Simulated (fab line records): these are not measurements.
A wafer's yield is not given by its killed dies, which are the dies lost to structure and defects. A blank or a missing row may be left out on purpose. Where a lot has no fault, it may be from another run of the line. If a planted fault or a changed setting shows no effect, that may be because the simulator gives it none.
fab line records	flow sky130
record lots=12	wafers=34	lastDay=50
route steps=708 shown POLY_GATE@218 LDD_LDN@296 LI_CONTACT@383 PAD_OPEN@708
lots untouched by any fault: they come from a run of this same line in which no faults occurred
startH: the number of hours between the record's first day and the start of the first shown wafer of the lot	waitH: hours from the lot's prior step to this one	" same as the row above	L1.1+2: a single row standing in for several wafers	- no value, or no start given	* or withheld: withheld	< > ~ a bound
route shown NAME@n: a module of which the file shows steps, and the number in the route of the first	usual: the fault-free wafers' mean and standard deviation	same: alike in all rows	chamber/n: place in a boat	sites: the reading at each site	_std_site: the values' standard deviation	_edge_site: the outer-site mean with the inner-site mean subtracted	radiusMm: for every site, how far away it sits from the centre of the wafer	mask NAME#n: copy n	behind: the last tool/chamber to shape the wafer	hold: what put the lot on hold/how long, in hours/how the hold closed	device: the n, p or np transistor that did not switch	end of line: the route-end tests of the same wafers	a step with no rows: only its recipe	killed: dies that structure and defects cost at the first sort, which is not the same as the wafer's yield	map: a wafer's dies, x killed, . not, _ none there
set.NAME: the run value of the setting; set.NAME@STEP: its run value at that earlier step	model.NAME: the simulator's own value behind a step, which no gauge read
a sample of lots followed through the steps of the route, with each step as a table and each wafer as a row
services: from which hour (startH, from the record's first day; less than 0 if before it) a tool's chamber was out of use, for how many hours, and why
## steps
# step SKY_POLY_GATE_THK_MEAS_04
# recipe reads=Si3N4_of_POLY_GATE_CVD_03
# usual POLY_GATE_CVD_03_THK=75.8/0.73
lot.wafer	tool	chamber	startH	waitH	POLY_GATE_CVD_03_THK[nm]
L687.4	filmMetro-04	-	356.59	0.0	76.1
L687.5	"	-	"	"	75.3
L687.6	"	-	"	"	75.5
L688.1	filmMetro-02	-	364.99	0.0	74.9
L688.4	"	-	"	"	74.6
L688.5	"	-	"	"	74.5
L689.2	filmMetro-02	-	368.82	0.0	74.1
L689.4	"	-	"	"	74.5
L689.6	"	-	"	"	74.2
L690.1	filmMetro-02	-	387.88	0.0	77.1
L690.2	"	-	"	"	76.6
L690.6	"	-	"	"	76.6
L693.2	filmMetro-02	-	404.19	0.0	75.2
L693.3	"	-	"	"	75.2
L693.4	"	-	"	"	76.1
L694.4	filmMetro-03	-	419.47	0.0	76.2
L694.5	"	-	"	"	76.3
L694.6	"	-	"	"	76.6
L695.1	filmMetro-03	-	438.82	0.0	74.7
L695.3	"	-	"	"	75.5
L695.5	"	-	"	"	75.0
L697.1	filmMetro-02	-	459.74	0.0	75.7
L697.3	"	-	"	"	75.7
L697.5	"	-	"	"	75.1
L701.1	filmMetro-02	-	487.69	0.0	75.8
L701.2	"	-	"	"	75.7
L701.5	"	-	"	"	76.2
L704.2	filmMetro-02	-	509.25	0.0	76.5
L704.5	"	-	"	"	76.7
L704.6	"	-	"	"	76.3
L706.3	filmMetro-02	-	522.91	0.0	75.7
L706.4	"	-	"	"	75.9
L707.1	filmMetro-04	-	525.62	0.0	75.2
L707.4	"	-	"	"	75.0
# step SKY_POLY_GATE_OVL_MEAS_14
# usual POLY_GATE_OVL=2/5.8
lot.wafer	tool	chamber	startH	waitH	POLY_GATE_OVL[nm]
L687.4	overlay-01	-	384.70	0.1	2
L687.5	"	-	"	"	2
L687.6	"	-	"	"	15
L688.1	overlay-01	-	393.40	0.1	9
L688.4	"	-	"	"	-4
L688.5	"	-	"	"	-8
L689.2	overlay-01	-	397.65	0.1	-3
L689.4	"	-	"	"	4
L689.6	"	-	"	"	7
L690.1	overlay-01	-	416.58	0.1	5
L690.2	"	-	"	"	1
L690.6	"	-	"	"	5
L693.2	overlay-02	-	434.04	0.1	1
L693.3	"	-	"	"	6
L693.4	"	-	"	"	-1
L694.4	overlay-02	-	450.14	0.1	-3
L694.5	"	-	"	"	-2
L694.6	"	-	"	"	-9
L695.1	overlay-01	-	470.55	0.1	-8
L695.3	"	-	"	"	2
L695.5	"	-	"	"	-3
L697.1	overlay-01	-	490.78	0.1	3
L697.3	"	-	"	"	5
L697.5	"	-	"	"	3
L701.1	overlay-02	-	518.32	0.1	-1
L701.2	"	-	"	"	-2
L701.5	"	-	"	"	4
L704.2	overlay-02	-	538.93	0.1	10
L704.5	"	-	"	"	8
L704.6	"	-	"	"	-3
L706.3	overlay-02	-	552.78	0.1	0
L706.4	"	-	"	"	3
L707.1	overlay-01	-	555.68	0.1	6
L707.4	"	-	"	"	3
# step SKY_LDD_LDN_OVL_MEAS_07
# usual LDD_LDN_OVL=0.6/1.6
lot.wafer	tool	chamber	startH	waitH	LDD_LDN_OVL[nm]
L687.4	overlay-02	-	541.64	0.1	-0.2
L687.5	"	-	"	"	0.6
L687.6	"	-	"	"	0.5
L688.1	overlay-02	-	549.48	0.1	0.9
L688.4	"	-	"	"	1.6
L688.5	"	-	"	"	3.2
L689.2	overlay-02	-	553.63	0.1	2.4
L689.4	"	-	"	"	2.9
L689.6	"	-	"	"	2.5
L690.1	overlay-02	-	571.94	0.1	0.2
L690.2	"	-	"	"	0.3
L690.6	"	-	"	"	1.7
L693.2	overlay-02	-	591.08	0.1	-1.1
L693.3	"	-	"	"	-1.1
L693.4	"	-	"	"	-1.9
L694.4	overlay-02	-	605.71	0.1	-1.2
L694.5	"	-	"	"	-0.3
L694.6	"	-	"	"	0.1
L695.1	overlay-02	-	622.99	0.1	-0.4
L695.3	"	-	"	"	-0.5
L695.5	"	-	"	"	-2.0
L697.1	overlay-01	-	642.89	0.1	3.0
L697.3	"	-	"	"	2.1
L697.5	"	-	"	"	2.8
L701.1	overlay-02	-	667.20	0.1	-1.8
L701.2	"	-	"	"	-1.4
L701.5	"	-	"	"	-1.8
L704.2	overlay-01	-	686.46	0.1	1.3
L704.5	"	-	"	"	0.4
L704.6	"	-	"	"	0.2
L706.3	overlay-01	-	700.56	0.1	-1.7
L706.4	"	-	"	"	0.2
L707.1	overlay-02	-	703.83	0.1	-0.5
L707.4	"	-	"	"	0.9
# step SKY_LI_CONTACT_CVD_21
# recipe material=W	targetThkNm=400	timeS=120.56	tempC=400	pressureTorr=40
# usual chamberPressureTorr=40.00/0.089	heaterPowerW=876/120
lot.wafer	tool	chamber	startH	waitH	chamberPressureTorr	heaterPowerW
L687.4	cvdW-02	1	693.76	0.1	39.99	792
L687.5	"	1	"	"	40.04	806
L687.6	"	0	"	"	40.19	784
L688.1	cvdW-02	0	698.60	0.0	39.94	780
L688.4	"	1	"	"	40.15	770
L688.5	"	1	"	"	39.99	777
L689.2	cvdW-02	0	702.20	0.0	39.87	777
L689.4	"	0	"	"	39.93	774
L689.6	"	0	"	"	39.91	787
L690.1	cvdW-01	0	720.75	0.0	39.94	968
L690.2	"	1	"	"	39.98	1077
L690.6	"	1	"	"	40.02	1066
L693.2	cvdW-01	0	737.36	0.0	40.06	951
L693.3	"	1	"	"	39.86	1062
L693.4	"	0	"	"	39.95	969
L694.4	cvdW-02	1	750.48	0.1	40.09	810
L694.5	"	1	"	"	39.89	780
L694.6	"	0	"	"	40.07	792
L695.1	cvdW-02	0	766.63	0.0	39.92	764
L695.3	"	1	"	"	39.83	781
L695.5	"	1	"	"	39.93	793
L697.1	cvdW-02	0	785.39	0.0	39.91	777
L697.3	"	0	"	"	39.94	783
L697.5	"	0	"	"	39.80	762
L701.1	cvdW-01	1	807.85	0.0	40.10	1109
L701.2	"	0	"	"	40.04	973
L701.5	"	0	"	"	40.08	973
L704.2	cvdW-02	1	825.38	0.0	40.05	795
L704.5	"	0	"	"	40.07	778
L704.6	"	1	"	"	40.14	794
L706.3	cvdW-01	0	841.27	0.1	39.97	987
L706.4	"	1	"	"	39.93	1069
L707.1	cvdW-01	0	843.38	0.0	40.02	977
L707.4	"	1	"	"	39.95	1081
# step SKY_LI_CONTACT_RS_MEAS_22
# recipe thkMeasGauge=four-point-probe	reads=W_of_LI_CONTACT_CVD_21+TiN_of_LI_CONTACT_SPUTTER_20+Ti_of_LI_CONTACT_SPUTTER_19
# usual LI_CONTACT_W_RS=0.2846/0.0028
lot.wafer	tool	chamber	startH	waitH	hold	LI_CONTACT_W_RS[ohm/sq]
L687.4	filmMetro-02	-	693.90	0.1	-	0.2781
L687.5	"	-	"	"	-	0.2805
L687.6	"	-	"	"	-	0.2789
L688.1	filmMetro-03	-	698.73	0.1	-	0.2800
L688.4	"	-	"	"	-	0.2821
L688.5	"	-	"	"	-	0.2854
L689.2	filmMetro-04	-	702.35	0.1	-	0.2866
L689.4	"	-	"	"	-	0.2841
L689.6	"	-	"	"	-	0.2862
L690.1	filmMetro-03	-	720.88	0.1	-	0.2819
L690.2	"	-	"	"	-	0.2840
L690.6	"	-	"	"	-	0.2893
L693.2	filmMetro-02	-	737.50	0.1	-	0.2904
L693.3	"	-	"	"	-	0.2846
L693.4	"	-	"	"	-	0.2900
L694.4	filmMetro-03	-	750.62	0.1	-	0.2856
L694.5	"	-	"	"	-	0.2844
L694.6	"	-	"	"	-	0.2813
L695.1	filmMetro-03	-	766.76	0.1	-	0.2862
L695.3	"	-	"	"	-	0.2908
L695.5	"	-	"	"	-	0.2858
L697.1	filmMetro-02	-	785.52	0.1	-	0.2785
L697.3	"	-	"	"	-	0.2820
L697.5	"	-	"	"	-	0.2796
L701.1	filmMetro-02	-	807.97	0.1	awaitDispo/0.2h/release	0.2641
L701.2	"	-	"	"	awaitDispo/0.2h/release	0.2833
L701.5	"	-	"	"	awaitDispo/0.2h/release	0.2874
L701.1	filmMetro-02	-	808.26	0.3	-	0.2654
L701.2	"	-	"	"	-	0.2833
L701.5	"	-	"	"	-	0.2868
L704.2	filmMetro-02	-	825.53	0.1	-	0.2845
L704.5	"	-	"	"	-	0.2813
L704.6	"	-	"	"	-	0.2882
L706.3	filmMetro-04	-	841.40	0.1	awaitDispo/0.2h/release	0.2630
L706.4	"	-	"	"	awaitDispo/0.2h/release	0.2893
L706.3	filmMetro-04	-	841.68	0.3	-	0.2629
L706.4	"	-	"	"	-	0.2889
L707.1	filmMetro-02	-	843.51	0.1	awaitDispo/0.2h/release	0.2624
L707.4	"	-	"	"	awaitDispo/0.2h/release	0.2854
L707.1	filmMetro-02	-	843.79	0.3	-	0.2629
L707.4	"	-	"	"	-	0.2843
# step SKY_LI_CONTACT_THK_MEAS_23
# recipe thkMeasGauge=xrf	reads=W_of_LI_CONTACT_CVD_21
# usual LI_CONTACT_W_THK=403/5.8
lot.wafer	tool	chamber	startH	waitH	hold	LI_CONTACT_W_THK[nm]
L687.4	filmMetro-02	-	693.99	0.1	-	415
L687.5	"	-	"	"	-	408
L687.6	"	-	"	"	-	413
L688.1	filmMetro-03	-	698.85	0.1	-	414
L688.4	"	-	"	"	-	412
L688.5	"	-	"	"	-	407
L689.2	filmMetro-04	-	702.46	0.1	-	400
L689.4	"	-	"	"	-	402
L689.6	"	-	"	"	-	398
L690.1	filmMetro-03	-	721.00	0.1	-	409
L690.2	"	-	"	"	-	405
L690.6	"	-	"	"	-	403
L693.2	filmMetro-02	-	737.61	0.1	-	389
L693.3	"	-	"	"	-	399
L693.4	"	-	"	"	-	390
L694.4	filmMetro-03	-	750.71	0.1	-	403
L694.5	"	-	"	"	-	407
L694.6	"	-	"	"	-	412
L695.1	filmMetro-03	-	766.88	0.1	-	404
L695.3	"	-	"	"	-	400
L695.5	"	-	"	"	-	405
L697.1	filmMetro-02	-	785.64	0.1	-	409
L697.3	"	-	"	"	-	401
L697.5	"	-	"	"	-	406
L701.1	filmMetro-02	-	811.09	2.8	awaitDispo/0.2h/release	430
L701.2	"	-	"	"	awaitDispo/0.2h/release	404
L701.5	"	-	"	"	awaitDispo/0.2h/release	400
L701.1	filmMetro-02	-	811.41	0.3	-	432
L701.2	"	-	"	"	-	404
L701.5	"	-	"	"	-	400
L704.2	filmMetro-02	-	825.64	0.1	-	395
L704.5	"	-	"	"	-	402
L704.6	"	-	"	"	-	388
L706.3	filmMetro-04	-	845.87	4.2	awaitDispo/0.2h/release	439
L706.4	"	-	"	"	awaitDispo/0.2h/release	399
L706.3	filmMetro-04	-	846.20	0.3	-	439
L706.4	"	-	"	"	-	402
L707.1	filmMetro-02	-	848.21	4.4	awaitDispo/0.2h/release	430
L707.4	"	-	"	"	awaitDispo/0.2h/release	396
L707.1	filmMetro-02	-	848.55	0.3	-	431
L707.4	"	-	"	"	-	399
# step SKY_PAD_OPEN_PROBE_99
# usual killed_at_M0_to_M3=44/6.9	killed_at_M4_up=3.3/2.1	killedAtContacts=24/4.8	killedAtFrontEnd=15/4.4	killedAtOther=0.2/0.48	killedDies=87/9.5	killedOnRim=17/4	killedOpen=48/6.5	killedShort=39/6.3
# same grossDies=492	killedAtBackSide=0
lot.wafer	tool	chamber	startH	waitH	killed_at_M0_to_M3	killed_at_M4_up	killedAtContacts	killedAtFrontEnd	killedAtOther	killedDies	killedOnRim	killedOpen	killedShort
L690.1	prober-01	-	1106.57	0.1	41	3	20	11	0	75	14	46	29
L690.2	prober-01	-	1106.62	0.1	54	4	23	11	0	92	21	53	38
L690.6	prober-01	-	1106.82	0.2	45	4	19	20	0	88	19	46	42
L694.4	prober-01	-	1127.97	0.2	59	4	26	12	1	102	19	54	48
L694.5	prober-01	-	1128.02	0.2	55	2	22	13	0	92	15	59	33
L694.6	prober-01	-	1128.07	0.2	60	1	30	13	0	104	22	56	48
L701.2	prober-02	-	1168.17	0.1	55	1	19	16	1	92	21	42	50
L704.5	prober-01	-	1180.19	0.2	57	2	19	13	0	91	21	51	40
L707.1	prober-02	-	1191.25	0.1	42	4	21	14	0	81	15	46	35
L707.4	prober-02	-	1191.40	0.2	46	2	30	17	0	95	19	58	37
# killed by level:class
L690.1 VIA1:geometricParticle:open=16 CONTACT:geometricParticle:open=9 VIA3:geometricParticle:open=5 POLY_GATE:geometricParticle:short=4 LOCAL_INTERCONNECT:geometricParticle:short=4 METAL1:geometricParticle:short=4 VIA1:geometricParticle:short=4 FIELD_ISO:geometricParticle:open=3
L690.2 VIA1:geometricParticle:open=12 VIA3:geometricParticle:open=10 CONTACT:geometricParticle:open=9 VIA2:geometricParticle:open=7 METAL1:geometricParticle:short=7 VIA1:geometricParticle:short=6 LI_CONTACT:geometricParticle:open=5 CONTACT:geometricParticle:short=4
L690.6 VIA1:geometricParticle:open=9 VIA3:geometricParticle:open=9 METAL2:geometricParticle:short=7 CONTACT:geometricParticle:open=6 VIA1:geometricParticle:short=6 LI_CONTACT:geometricParticle:open=5 FIELD_ISO:geometricParticle:open=4 FIELD_ISO:geometricParticle:short=4
L694.4 VIA1:geometricParticle:open=21 CONTACT:geometricParticle:open=9 CONTACT:geometricParticle:short=8 FIELD_ISO:geometricParticle:open=7 VIA1:geometricParticle:short=7 METAL1:geometricParticle:short=6 LI_CONTACT:geometricParticle:open=5 VIA2:geometricParticle:short=5
L694.5 VIA3:geometricParticle:open=14 LI_CONTACT:geometricParticle:open=12 VIA1:geometricParticle:open=11 VIA3:geometricParticle:short=9 VIA2:geometricParticle:open=7 FIELD_ISO:geometricParticle:open=5 METAL2:geometricParticle:short=3 METAL1:geometricParticle:short=3
L694.6 VIA1:geometricParticle:open=12 CONTACT:geometricParticle:open=9 LI_CONTACT:geometricParticle:open=9 VIA3:geometricParticle:open=9 VIA1:geometricParticle:short=9 VIA2:geometricParticle:open=9 METAL1:geometricParticle:short=6 LOCAL_INTERCONNECT:geometricParticle:short=5
L701.2 VIA1:geometricParticle:short=12 METAL1:geometricParticle:short=10 VIA2:geometricParticle:open=8 VIA3:geometricParticle:open=8 POLY_GATE:geometricParticle:short=6 CONTACT:geometricParticle:short=6 FIELD_ISO:geometricParticle:open=5 LI_CONTACT:geometricParticle:open=5
L704.5 VIA1:geometricParticle:open=15 VIA2:geometricParticle:open=8 VIA1:geometricParticle:short=7 LI_CONTACT:geometricParticle:open=7 METAL2:geometricParticle:short=7 METAL1:geometricParticle:short=6 CONTACT:geometricParticle:short=6 VIA3:geometricParticle:open=6
L707.1 VIA1:geometricParticle:open=9 CONTACT:geometricParticle:open=7 VIA3:geometricParticle:open=6 VIA2:geometricParticle:open=6 LI_CONTACT:geometricParticle:open=6 LOCAL_INTERCONNECT:geometricParticle:short=4 VIA1:geometricParticle:short=4 FIELD_ISO:geometricParticle:open=3
L707.4 LI_CONTACT:geometricParticle:open=14 VIA1:geometricParticle:open=12 CONTACT:geometricParticle:open=7 VIA1:geometricParticle:short=6 POLY_GATE:geometricParticle:open=5 FIELD_ISO:geometricParticle:open=4 METAL1:geometricParticle:short=4 VIA2:geometricParticle:short=4
## services
tool	chamber	startH	hours	kind
cvdW-02	-	693.84	2.8	pm
cvdW-02	-	747.47	0.7	repair
cvdW-02	-	830.98	1.4	repair
## key
firstSign step=SKY_LI_CONTACT_RS_MEAS_22	reading=visit	direction=added
effect step=SKY_LI_CONTACT_RS_MEAS_22	reading=LI_CONTACT_W_RS	direction=down	sigmas=7.6	usual=0.2846	struck=0.2631
effect step=SKY_LI_CONTACT_THK_MEAS_23	reading=visit	direction=added
effect step=SKY_LI_CONTACT_THK_MEAS_23	reading=LI_CONTACT_W_THK	direction=up	sigmas=5.1	usual=403	struck=433
metAt SKY_LI_CONTACT_CVD_21
struckLots L701,L706,L707
struckWafers L701.1,L706.3,L707.1
testerLeftOut L701,L706,L707
notActingAt SKY_POLY_GATE_THK_MEAS_04,SKY_POLY_GATE_OVL_MEAS_14,SKY_LDD_LDN_OVL_MEAS_07
onsetBetween 737.36 807.85
fault kind=processParameterDrift	tool=cvdW-01	chamber=-	onsetH=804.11	steps=SKY_LI_CONTACT_CVD_21	channel=targetThkNm	offset=30.339	shape=step	endH=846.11	scope=struckWafersOnly	actsIn=theseRecipesOnly	stated=400
# testerLeftOut: of these lots the tester's yield and bins aren't shown, on N5 and GAA mostly nor the transistor test; their killed dies are dies lost to structure and defects alone, not to doping, threshold or leakage, so they don't give the yield
